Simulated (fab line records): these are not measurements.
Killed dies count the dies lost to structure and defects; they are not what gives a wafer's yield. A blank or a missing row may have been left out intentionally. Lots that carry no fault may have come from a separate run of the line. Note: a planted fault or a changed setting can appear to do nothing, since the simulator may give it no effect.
Comparing a struck lot with a sound one :: flow sky130 :: 15 steps out of a route of 708
Sound: wafers L469.1, L469.5, L469.6. The struck wafers were L478.2, L478.3, L478.5. Last of all comes the cause.
Per side, at each step with rows, come the tool, then ch with its chambers, and then its first start. Under that, the readings that differ: sound wafers :: struck wafers :: difference of the means :: sigmas: that difference in standard deviations of wafers without a fault.
alike: a reading whose means differ by less than 2 such deviations, as well as words and numbers matching on both sides. not compared: withheld readings; readings where some wafer has no value; bounds like >300 that might hide an equal value; numbers whose values overlap and for which the record gives no deviation.
A row with sigmas, a row that says differs or no value, or rows on one side alone: a step with any of these is where the two part. Numbers that have no deviation but don't overlap get no sigmas and don't part them. Lack of a reading on every wafer of one side parts them only where that side has two or more wafers.

SKY_RES_XHIGH_TW_MEAS_09:
  sound on film_metro-03, day 27 06:04; struck on film_metro-02, day 30 23:14
reading: RES_XHIGH_TW
sound: 1621 1610 1611
struck: 1687 1689 1681
difference: +72
sigmas: +2
then, 7 steps without rows for these wafers: SKY_SD_N_DEHYDRATE_00 (time 60 s); SKY_SD_N_HMDS_01 (prime time 60 s); SKY_SD_N_COAT_02 (resist thk 1140 nm); SKY_SD_N_SOFTBAKE_03 (time 60 s); SKY_SD_N_EXPOSE_04 (exposes mask NSDM, target cd 380 nm); SKY_SD_N_PEB_05; SKY_SD_N_DEVELOP_06 (develop time 60 s).
SKY_SD_N_CD_MEAS_07: the cd target is 380 nm.
  sound on cd_sem-01, day 28 10:01; struck on cd_sem-02, day 32 02:11
reading: cd_nm (nm)
sound: 383.7 383.8 382.8
struck: 374.5 376.5 376.3
difference: -7.7
sigmas: -3
SKY_SD_N_OVL_MEAS_08:
  sound on overlay-02, day 28 10:08; struck on overlay-01, day 32 02:17
  alike: SD_N_OVL
then, 2 steps without rows for these wafers: SKY_SD_N_IMPLANT_09; SKY_SD_N_IMPLANT_10.
SKY_SD_N_STRIP_11: strips in O2/N2.
  sound on plasma_asher-02 ch 0,1, day 28 10:28; struck on plasma_asher-02 ch 0,1, day 32 02:37
  no value came back on the struck wafers for chamber_pressure_mTorr (mTorr), drypump_motor_current_A (A), oes_product_au (a.u.), strip_time_to_endpoint_s (s); on the sound wafers chamber_pressure_mTorr (mTorr) reads 1499.3 1498.3 1501.8
reading: model.NOVOLAK_of_SD_N_COAT_02.thk_nm (nm)
sound: 0 0 0
struck: 1140 1138 1137
difference: +1138
sigmas: 
  not compared: rf_hours_counter_h
SKY_SD_N_TW_MEAS_12:
  sound on film_metro-03, day 28 10:34; struck on film_metro-02, day 32 02:44
reading: SD_N_TW
sound: 3884 3902 3920
struck: 4108 4087 4101
difference: +197
sigmas: +2
-- the record jumps here: 17 days lie between the struck wafers' starts before and after (it left off in module SD_N and takes up again in module PAD_OPEN, whose first step shown is number 708 of the route) --
SKY_PAD_OPEN_PROBE_99:
  sound on prober-02, day 46 02:17; struck on prober-02, day 48 15:41
reading: killed_at_front_end
sound: 16 18 12
struck: 427 414 416
difference: +404
sigmas: +99 or more

reading: killed_dies
sound: 75 87 77
struck: 492 492 492
difference: +412
sigmas: +45

reading: killed_on_rim
sound: 17 19 14
struck: 96 96 96
difference: +79
sigmas: +23
  alike: killed_at_M0_to_M3, killed_at_M4_up, killed_at_contacts, killed_at_other, killed_open, killed_short

## WHERE THEY PART
Last at SKY_PAD_OPEN_PROBE_99 as far as this record goes, first at SKY_RES_XHIGH_TW_MEAS_09.

WHY: what had been put in by the simulator
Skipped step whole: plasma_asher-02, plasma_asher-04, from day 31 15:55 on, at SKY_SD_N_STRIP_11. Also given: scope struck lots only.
